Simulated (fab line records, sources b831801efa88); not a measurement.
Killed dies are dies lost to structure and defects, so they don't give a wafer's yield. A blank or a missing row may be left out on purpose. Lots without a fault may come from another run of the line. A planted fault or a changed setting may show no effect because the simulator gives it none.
fab line records | flow sky130
record lots=11 wafers=32 last_day=50
route steps=708 shown GATE_OXIDE@189 POLY_GATE@227 LDD_HVP@287 METAL4@626 PAD_OPEN@708
lots that met no fault: from a run of the same line without faults
start_h: hours from the record's first day to the start of the lot's first wafer shown | wait_h: hours since the lot's step before | " the same as in the row above | L1.1+2: a row that stands for several wafers | - no value, or no start given | * or withheld: withheld | < > ~ a bound
route shown NAME@n: a module of which the file shows steps, and the number in the route of the first | usual: mean/standard deviation of fault-free wafers | same: alike in all rows | chamber/n: place in a boat | sites: the reading at each site | _std_site: their standard deviation | _edge_site: outer sites' mean less inner sites' | radius_mm: how far each site lies from the wafer's centre | mask NAME#n: copy n | behind: the tool/chamber that last shaped the wafer | hold: why the lot was held/for how many hours/how that ended | device: the transistor (n, p or np) that didn't switch | end of line: the same wafers' tests at the end of the route | a step without rows: its recipe alone | killed: dies lost to structure and defects at the first sort, not the wafer's yield | map: a wafer's dies, x killed, . not, _ none there
set.NAME: the setting as run; set.NAME@STEP: as run at that earlier step | model.NAME: the simulator's own value behind a step, which no gauge read
steps of the route over a sample of lots; a table a step, a row a wafer
services: from which hour (start_h, from the record's first day; less than 0 if before it) a tool's chamber was out of use, for how many hours, and why
## steps
# step SKY_GATE_OXIDE_THK_MEAS_02
# recipe reads=SiO2_of_GATE_OXIDE_OXIDATION_01
# usual GATE_OXIDE_OXIDATION_00_THK=10.23/0.15
# columns lot.wafer tool chamber start_h wait_h GATE_OXIDE_OXIDATION_00_THK[nm]
L157.1 film_metro-03 - 281.85 0.0 10.05
L157.2 " - " " 9.88
L157.6 " - " " 9.93
L158.3 film_metro-03 - 291.21 0.0 10.12
L158.5 " - " " 10.04
L158.6 " - " " 9.85
L159.1 film_metro-03 - 303.59 0.0 10.07
L159.4 " - " " 10.22
L159.6 " - " " 10.00
L162.1 film_metro-04 - 326.18 0.0 10.23
L162.2 " - " " 10.14
L162.4 " - " " 10.25
L166.4 film_metro-04 - 362.88 0.0 10.12
L166.5 " - " " 10.23
L172.1 film_metro-04 - 422.74 0.0 10.19
L172.3 " - " " 10.00
L172.6 " - " " 10.13
L174.1 film_metro-02 - 430.90 0.0 10.20
L174.4 " - " " 10.15
L174.6 " - " " 10.21
L177.1 film_metro-04 - 443.52 0.0 10.12
L177.2 " - " " 10.32
L177.4 " - " " 10.09
L178.2 film_metro-03 - 456.18 0.0 10.52
L178.3 " - " " 10.30
L178.6 " - " " 10.55
L179.2 film_metro-02 - 460.38 0.0 10.25
L179.3 " - " " 10.13
L179.4 " - " " 10.42
L180.2 film_metro-03 - 473.94 0.0 10.43
L180.3 " - " " 10.46
L180.6 " - " " 10.45
# step SKY_POLY_GATE_CD_MEAS_13
# recipe target_cd_nm=150
# usual cd_nm=150.2/1.2
# columns lot.wafer tool chamber start_h wait_h cd_nm
L157.1 cd_sem-01 - 366.54 - 150.7
L157.2 " - " " 150.4
L157.6 " - " " 149.6
L158.3 cd_sem-01 - 375.15 - 148.1
L158.5 " - " " 147.2
L158.6 " - " " 147.5
L159.1 cd_sem-01 - 392.82 - 151.0
L159.4 " - " " 151.6
L159.6 " - " " 152.4
L162.1 cd_sem-02 - 422.37 - 151.5
L162.2 " - " " 150.8
L162.4 " - " " 151.2
L166.4 cd_sem-01 - 459.02 - 149.7
L166.5 " - " " 148.9
L172.1 cd_sem-02 - 519.16 - 150.0
L172.3 " - " " 149.9
L172.6 " - " " 150.6
L174.1 cd_sem-02 - 528.51 - 151.3
L174.4 " - " " 150.6
L174.6 " - " " 150.7
L177.1 cd_sem-01 - 542.97 - 150.0
L177.2 " - " " 150.3
L177.4 " - " " 150.8
L178.2 cd_sem-02 - 555.86 - 151.0
L178.3 " - " " 151.0
L178.6 " - " " 150.9
L179.2 cd_sem-02 - 561.48 - 149.9
L179.3 " - " " 149.6
L179.4 " - " " 149.9
L180.2 cd_sem-02 - 569.81 - 151.0
L180.3 " - " " 149.9
L180.6 " - " " 150.9
# step SKY_LDD_HVP_STRIP_09
# recipe chemistry=O2/N2 power_w=1400 pressure_mtorr=1500 platen_temp_c=withheld o2_flow_sccm=3000 n2_flow_sccm=300 overash_fraction=0.5
# usual drypump_motor_current_A=5.8/0.37 oes_product_au=0.408/0.0049 strip_time_to_endpoint_s=4.136/0.015
# same overash_fraction=0.5
# columns lot.wafer tool chamber start_h wait_h drypump_motor_current_A oes_product_au rf_hours_counter_h strip_time_to_endpoint_s
L157.1 plasma_asher-01 1 492.05 0.1 5.7 0.416 72 4.161
L157.2 " 0 " " 5.3 0.405 72 4.175
L157.6 " 0 " " 5.3 0.415 - 4.149
L158.3 plasma_asher-02 1 499.34 0.1 5.4 0.407 - 4.128
L158.5 " 0 " " 6.6 0.406 - 4.123
L158.6 " 1 " " 5.4 0.402 - 4.133
L159.1 plasma_asher-01 1 520.45 0.1 5.8 0.402 75 4.158
L159.4 " 1 " " 5.8 0.418 - 4.146
L159.6 " 1 " " 5.7 0.411 - 4.163
L162.1 plasma_asher-03 0 548.95 0.1 5.8 0.409 12 4.124
L162.2 " 1 " " 5.9 0.411 12 4.127
L162.4 " 1 " " 5.9 0.411 - 4.140
L166.4 plasma_asher-03 0 583.53 0.1 5.8 0.405 - 4.134
L166.5 " 1 " " 5.9 0.409 - 4.147
L172.1 plasma_asher-03 0 642.30 0.1 5.8 0.411 21 4.149
L172.3 " 0 " " 5.8 0.407 - 4.127
L172.6 " 0 " " 5.8 0.404 - 4.124
L174.1 plasma_asher-03 0 648.87 0.1 5.8 0.412 22 4.146
L174.4 " 0 " " 5.8 0.406 - 4.139
L174.6 " 1 " " 6.0 0.407 - 4.138
L177.1 plasma_asher-01 1 661.02 0.1 5.7 0.407 89 4.125
L177.2 " 0 " " 5.2 0.408 89 4.119
L177.4 " 1 " " 5.7 0.412 - 4.133
L178.2 plasma_asher-03 1 675.62 0.1 6.0 0.414 24 4.141
L178.3 " 1 " " 5.9 0.412 - 4.132
L178.6 " 0 " " 5.8 0.402 - 4.136
L179.2 plasma_asher-01 0 681.10 0.1 5.3 0.416 90 4.138
L179.3 " 0 " " 5.3 0.405 - 4.153
L179.4 " 1 " " 5.7 0.411 - 4.143
L180.2 plasma_asher-02 0 687.87 0.1 6.6 0.411 51 4.135
L180.3 " 0 " " 6.6 0.410 - 4.118
L180.6 " 1 " " 5.4 0.410 - 4.130
# step SKY_METAL4_EXPOSE_10
# recipe mask_id=MM4 na=0.68 source_shape=annular sigma_inner=0.4 sigma_outer=0.8 target_cd_nm=300 dose_mj=28
# columns lot.wafer tool chamber start_h wait_h mask
L157.1+2+6 krf_scanner-02 0 967.49 - MM4#0
L158.3+5+6 krf_scanner-02 0 972.79 - MM4#0
L159.1+4+6 krf_scanner-02 0 987.11 - MM4#0
L162.1+2+4 krf_scanner-02 0 1006.91 - MM4#0
L166.4+5 krf_scanner-02 0 1032.55 - MM4#0
L172.1+3+6 krf_scanner-01 0 1075.83 - MM4#0
L174.1+4+6 krf_scanner-01 0 1086.03 - MM4#0
L177.1+2+4 krf_scanner-02 0 1097.39 - MM4#0
L178.2+3+6 krf_scanner-01 0 1102.73 - MM4#0
L179.2+3+4 krf_scanner-01 0 1110.61 - MM4#0
L180.2+3+6 krf_scanner-02 0 1112.83 - MM4#0
# step SKY_METAL4_CD_MEAS_13
# recipe target_cd_nm=300
# usual cd_nm=300.0/1.4
# columns lot.wafer tool chamber start_h wait_h cd_nm
L157.1 cd_sem-01 - 979.96 - 299.5
L157.2 " - " " 300.9
L157.6 " - " " 300.2
L158.3 cd_sem-02 - 984.13 - 303.1
L158.5 " - " " 304.2
L158.6 " - " " 304.1
L159.1 cd_sem-01 - 998.74 - 300.3
L159.4 " - " " 298.6
L159.6 " - " " 299.3
L162.1 cd_sem-01 - 1017.61 - 298.7
L162.2 " - " " 297.2
L162.4 " - " " 254.6
L166.4 cd_sem-01 - 1043.32 - 253.8
L166.5 " - " " 299.8
L172.1 cd_sem-01 - 1085.81 - 301.0
L172.3 " - " " 300.1
L172.6 " - " " 300.9
L174.1 cd_sem-02 - 1096.29 - 300.3
L174.4 " - " " 299.6
L174.6 " - " " 300.0
L177.1 cd_sem-02 - 1107.06 - 300.7
L177.2 " - " " 299.9
L177.4 " - " " 300.5
L178.2 cd_sem-01 - 1112.33 - 299.5
L178.3 " - " " 301.1
L178.6 " - " " 301.7
L179.2 cd_sem-02 - 1120.66 - 299.7
L179.3 " - " " 300.8
L179.4 " - " " 300.1
L180.2 cd_sem-02 - 1122.53 - 300.7
L180.3 " - " " 300.9
L180.6 " - " " 302.1
# step SKY_PAD_OPEN_PROBE_99
# usual defect_limited_yield=81.9/1.9 killed_at_M0_to_M3=45/7.3 killed_at_M4_up=3.2/1.8 killed_at_contacts=25/5.5 killed_at_front_end=15/4.2 killed_at_other=0.3/0.69 killed_dies=89/9.4 killed_on_rim=17/3.8 killed_open=49/6.6 killed_short=40/6.4 sort_bin_3_pad_short=0.9/0.43 sort_bin_5_function=10.7/1.5 sort_bin_6_memory=6.5/1.2 sort_n_pass=403/9.4 sort_yield_pct=81.9/1.9
# same gross_dies=492 killed_at_back_side=0 sort_bin_4_leakage[%]=0 sort_bin_8_speed[%]=0
# columns lot.wafer tool chamber start_h wait_h defect_limited_yield[%] killed_at_M0_to_M3 killed_at_M4_up killed_at_contacts killed_at_front_end killed_at_other killed_dies killed_on_rim killed_open killed_short sort_bin_3_pad_short[%] sort_bin_5_function[%] sort_bin_6_memory[%] sort_n_pass sort_yield_pct[%]
L162.1 prober-02 - 1108.92 0.1 83.5 44 6 22 9 0 81 14 44 37 1.4 9.3 5.7 411 83.5
L162.2 prober-02 - 1108.97 0.1 83.3 40 1 20 19 2 82 23 44 37 1.0 10.2 5.5 410 83.3
L162.4 prober-02 - 1109.07 0.2 64.8 48 97 16 11 1 173 61 32 43 1.6 28.5 5.1 319 64.8
L166.4 prober-01 - 1130.71 0.2 74.8 44 47 18 15 0 124 35 49 30 0.6 18.3 6.3 368 74.8
L166.5 prober-01 - 1130.76 0.2 82.1 46 5 19 18 0 88 14 50 38 0.2 10.6 7.1 404 82.1
L172.1 prober-01 - 1167.76 0.1 83.1 45 4 19 15 0 83 15 43 40 0.4 11.2 5.3 409 83.1
L172.3 prober-01 - 1167.86 0.2 83.9 40 3 22 13 1 79 14 40 38 1.4 9.1 5.5 413 83.9
L172.6 prober-01 - 1168.01 0.2 85.6 33 3 20 15 0 71 12 39 32 0.6 9.1 4.7 421 85.6
L174.6 prober-01 - 1177.41 0.2 79.3 51 3 27 20 1 102 23 57 45 1.6 12.6 6.5 390 79.3
L177.1 prober-02 - 1184.69 0.1 83.3 38 2 22 20 0 82 22 45 37 1.6 9.6 5.5 410 83.3
L177.2 prober-02 - 1184.74 0.1 81.1 48 1 32 12 0 93 17 52 41 1.6 10.8 6.5 399 81.1
L177.4 prober-02 - 1184.84 0.2 81.3 55 1 28 8 0 92 20 55 37 0.6 11.4 6.7 400 81.3
L180.2 prober-01 - 1198.56 0.1 81.1 44 1 27 20 1 93 15 56 37 0.8 12.6 5.5 399 81.1
L180.3 prober-01 - 1198.61 0.2 80.3 50 5 21 21 0 97 18 50 47 0.2 12.0 7.5 395 80.3
L180.6 prober-01 - 1198.76 0.2 81.5 46 2 26 17 0 91 21 52 39 0.6 9.3 8.5 401 81.5
# killed by level:class
L162.1 CONTACT:geometric_particle:open=12 VIA1:geometric_particle:open=11 METAL2:geometric_particle:short=8 VIA3:geometric_particle:open=8 METAL4:geometric_particle:short=5 VIA1:geometric_particle:short=4 VIA3:geometric_particle:short=4 FIELD_ISO:geometric_particle:short=3
L162.2 CONTACT:geometric_particle:open=8 VIA2:geometric_particle:open=8 VIA1:geometric_particle:open=8 METAL2:geometric_particle:short=7 VIA3:geometric_particle:open=6 FIELD_ISO:geometric_particle:short=5 LI_CONTACT:geometric_particle:open=5 FIELD_ISO:geometric_particle:open=4
L162.4 METAL4:area_expose=97 VIA1:geometric_particle:open=10 METAL1:geometric_particle:short=9 METAL2:geometric_particle:short=8 VIA1:geometric_particle:short=6 VIA3:geometric_particle:open=6 CONTACT:geometric_particle:short=4 CONTACT:geometric_particle:open=4
L166.4 METAL4:area_expose=45 VIA2:geometric_particle:open=14 VIA1:geometric_particle:open=8 CONTACT:geometric_particle:open=7 VIA2:geometric_particle:short=6 VIA3:geometric_particle:open=6 LI_CONTACT:geometric_particle:open=5 FIELD_ISO:geometric_particle:open=3
L166.5 VIA1:geometric_particle:open=10 CONTACT:geometric_particle:open=10 VIA2:geometric_particle:open=10 FIELD_ISO:geometric_particle:short=7 VIA3:geometric_particle:open=6 METAL2:geometric_particle:short=5 METAL1:geometric_particle:short=5 METAL4:geometric_particle:short=5
L172.1 VIA1:geometric_particle:open=9 METAL2:geometric_particle:short=8 LI_CONTACT:geometric_particle:open=7 VIA3:geometric_particle:open=7 CONTACT:geometric_particle:open=6 METAL1:geometric_particle:short=6 VIA2:geometric_particle:open=6 VIA1:geometric_particle:short=5
L172.3 LI_CONTACT:geometric_particle:open=9 METAL2:geometric_particle:short=8 VIA1:geometric_particle:open=7 VIA2:geometric_particle:open=7 CONTACT:geometric_particle:open=5 FIELD_ISO:geometric_particle:open=4 FIELD_ISO:geometric_particle:short=4 VIA3:geometric_particle:short=4
L172.6 CONTACT:geometric_particle:open=8 VIA1:geometric_particle:open=6 METAL2:geometric_particle:short=6 VIA3:geometric_particle:open=6 METAL3:geometric_particle:short=5 FIELD_ISO:geometric_particle:open=4 POLY_GATE:geometric_particle:open=4 LI_CONTACT:geometric_particle:short=4
L174.6 CONTACT:geometric_particle:open=13 VIA2:geometric_particle:open=8 VIA1:geometric_particle:open=8 VIA3:geometric_particle:open=7 METAL2:geometric_particle:short=6 FIELD_ISO:geometric_particle:open=6 LOCAL_INTERCONNECT:geometric_particle:short=6 METAL1:geometric_particle:short=6
L177.1 CONTACT:geometric_particle:open=8 LI_CONTACT:geometric_particle:open=7 VIA3:geometric_particle:open=7 FIELD_ISO:geometric_particle:short=6 VIA1:geometric_particle:open=6 METAL2:geometric_particle:short=5 VIA1:geometric_particle:short=5 VIA2:geometric_particle:open=5
L177.2 VIA1:geometric_particle:open=13 CONTACT:geometric_particle:open=13 LI_CONTACT:geometric_particle:open=8 METAL2:geometric_particle:short=7 VIA3:geometric_particle:short=6 CONTACT:geometric_particle:short=5 METAL1:geometric_particle:short=5 LOCAL_INTERCONNECT:geometric_particle:short=4
L177.4 VIA1:geometric_particle:open=11 CONTACT:geometric_particle:open=10 VIA3:geometric_particle:open=9 CONTACT:geometric_particle:short=9 METAL2:geometric_particle:short=8 LI_CONTACT:geometric_particle:open=6 VIA3:geometric_particle:short=5 METAL1:geometric_particle:open=5
L180.2 LI_CONTACT:geometric_particle:open=11 VIA1:geometric_particle:short=8 CONTACT:geometric_particle:open=8 VIA1:geometric_particle:open=7 VIA3:geometric_particle:open=6 FIELD_ISO:geometric_particle:short=5 POLY_GATE:geometric_particle:open=5 METAL2:geometric_particle:short=4
L180.3 VIA1:geometric_particle:open=10 LI_CONTACT:geometric_particle:open=8 METAL2:geometric_particle:short=8 CONTACT:geometric_particle:open=7 VIA1:geometric_particle:short=7 VIA2:geometric_particle:open=6 VIA3:geometric_particle:open=5 FIELD_ISO:geometric_particle:open=4
L180.6 CONTACT:geometric_particle:open=12 VIA2:geometric_particle:open=8 METAL3:geometric_particle:short=7 LI_CONTACT:geometric_particle:open=7 VIA3:geometric_particle:open=7 VIA1:geometric_particle:open=7 POLY_GATE:geometric_particle:open=5 METAL2:geometric_particle:short=4
## services
# columns tool chamber start_h hours kind
krf_scanner-02 - 495.73 0.4 repair
krf_scanner-02 - 504.82 1.0 pm
krf_scanner-02 - 537.20 1.3 pm
krf_scanner-02 - 547.88 0.8 pm
krf_scanner-02 - 564.39 3.6 pm
krf_scanner-02 - 575.68 0.4 repair
krf_scanner-02 - 673.82 1.0 pm
krf_scanner-02 - 689.20 4.0 pm
krf_scanner-02 - 713.10 1.3 pm
krf_scanner-02 - 716.68 0.8 pm
krf_scanner-02 - 783.20 7.2 pm
krf_scanner-02 - 795.60 0.9 repair
krf_scanner-02 - 813.47 0.6 repair
krf_scanner-02 - 842.23 0.5 repair
krf_scanner-02 - 842.82 1.0 pm
krf_scanner-02 - 860.53 6.2 repair
krf_scanner-02 - 860.78 0.9 repair
krf_scanner-02 - 885.48 0.8 pm
krf_scanner-02 - 889.00 1.3 pm
krf_scanner-02 - 930.62 4.4 pm
krf_scanner-02 - 934.99 0.8 pm
krf_scanner-02 - 937.13 2.2 repair
krf_scanner-02 - 1017.63 1.0 pm
krf_scanner-02 - 1054.28 0.8 pm
## key
first_sign step=SKY_METAL4_CD_MEAS_13 reading=cd_nm direction=down sigmas=33 usual=300.0 struck=254.2
effect step=SKY_PAD_OPEN_PROBE_99 reading=killed_at_M4_up direction=up sigmas=39 usual=3.2 struck=72
more_kills_born_at SKY_METAL4_EXPOSE_10@krf_scanner-02=142
met_at SKY_METAL4_EXPOSE_10
struck_lots L162,L166
struck_wafers L162.4,L166.4
not_acting_at SKY_GATE_OXIDE_THK_MEAS_02,SKY_POLY_GATE_CD_MEAS_13,SKY_LDD_HVP_STRIP_09
onset_between 987.11 1006.91
fault kind=process_parameter_drift tool=krf_scanner-02 chamber=- onset_h=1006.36 steps=SKY_METAL4_EXPOSE_10 channel=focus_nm offset=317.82 shape=step end_h=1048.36 scope=struck_wafers_only
